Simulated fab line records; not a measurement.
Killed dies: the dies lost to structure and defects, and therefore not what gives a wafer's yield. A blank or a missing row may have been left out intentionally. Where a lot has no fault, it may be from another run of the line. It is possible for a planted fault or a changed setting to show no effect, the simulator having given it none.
8D (eight disciplines) problem report, filled in by code | flow sky130 | the parts of the form that need people (team, actions taken, sign-off) are left out

== 1. WHAT WENT WRONG ==
Wafers without a fault read 7.499e+13, standard deviation 8.4e+10; doseIonsCm2 at SKY_LDD_N_IMPLANT_09 reads a mean of 4.442e+13 on 6 wafers belonging to 2 lots. That is -99 or more standard deviations from the usual mean.
Seen first at day 23 15:26 on implanter-02, wafer L496.1. Wafers with a number at this step in the record: 33, from 11 lots. By rule, "out" or "out of limits" means more than 4 standard deviations away from the usual mean. All remaining wafers that have a number are taken as sound.

== 2. WHAT IT IS; WHAT IT IS NOT ==
question                    | is                            | is not
which readings at this step | doseIonsCm2, faradayCurrentUA | beamOnS
which lots                  | L496, L497                    | L480, L482, L484, L485, L487, L498, L499, L502, L503
which wafers of those lots  | all that have a number        | -
read on which tools         | implanter-02                  | implanter-01, implanter-04
when                        | from day 23 15:26             | up to then (15 sound wafers); but 12 sound wafers of L498, L499, L502, L503 came after

== 3. SUSPECTS, AND WHAT RULES EACH OUT ==
Counting: a tool at a process step up to the reading stays a suspect if it ran every lot that is out and no sound lot after the first of them.
- plasmaAsher-01 at SKY_RES_PROTECT_STRIP_07 (strips in O2/N2): ruled out as a lasting fault. Sound lots L503 ran on it after its first lot that is out, L496 (day 20 21:08).
- implanter-02 at SKY_LDD_N_IMPLANT_09: kept. All lots that are out passed through it, beginning with L496 at day 23 15:26, and no sound lot followed; its final sound lot before that point was L484 at day 19 08:02. On those wafers its own readings are out: doseIonsCm2, faradayCurrentUA.
Left after counting: implanter-02 at SKY_LDD_N_IMPLANT_09.

== 4. THE CAUSE (what the simulator had put in) ==
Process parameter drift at SKY_LDD_N_IMPLANT_09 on implanter-02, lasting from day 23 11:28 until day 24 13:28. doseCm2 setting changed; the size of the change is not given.
The count eliminated every tool but this one.

== 5. SEQUENCE OF EFFECTS, ordered by route ==
One row per reading whose mean, taken over the struck wafers that have a number, lies over 3 standard deviations from the usual. Only readings whose record carries a usual standard deviation are examined. hours: median over the lots of the time between each lot's start at the first step of this table that gives one and its start at this step. sigmas: the change, counted in usual standard deviations.
hours | step                 | reading              | usual     | on struck wafers | change     | sigmas
0     | SKY_LDD_N_IMPLANT_09 | doseIonsCm2          | 7.499e+13 | 4.442e+13        | -3.057e+13 | -99 or more
0     | SKY_LDD_N_IMPLANT_09 | faradayCurrentUA     | 424       | 251              | -173       | -21
1     | SKY_LDD_N_STRIP_16   | stripTimeToEndpointS | 4.309 s   | 4.224            | -0.085     | -6.1
Its process steps:
- SKY_LDD_N_IMPLANT_09
- SKY_LDD_N_STRIP_16: strips in O2/N2.

== 6. WHAT WOULD HAVE CAUGHT IT SOONER ==
4 hours passed between the start of the fault at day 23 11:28 and the first reading out of limits in this record, taken at day 23 15:26.
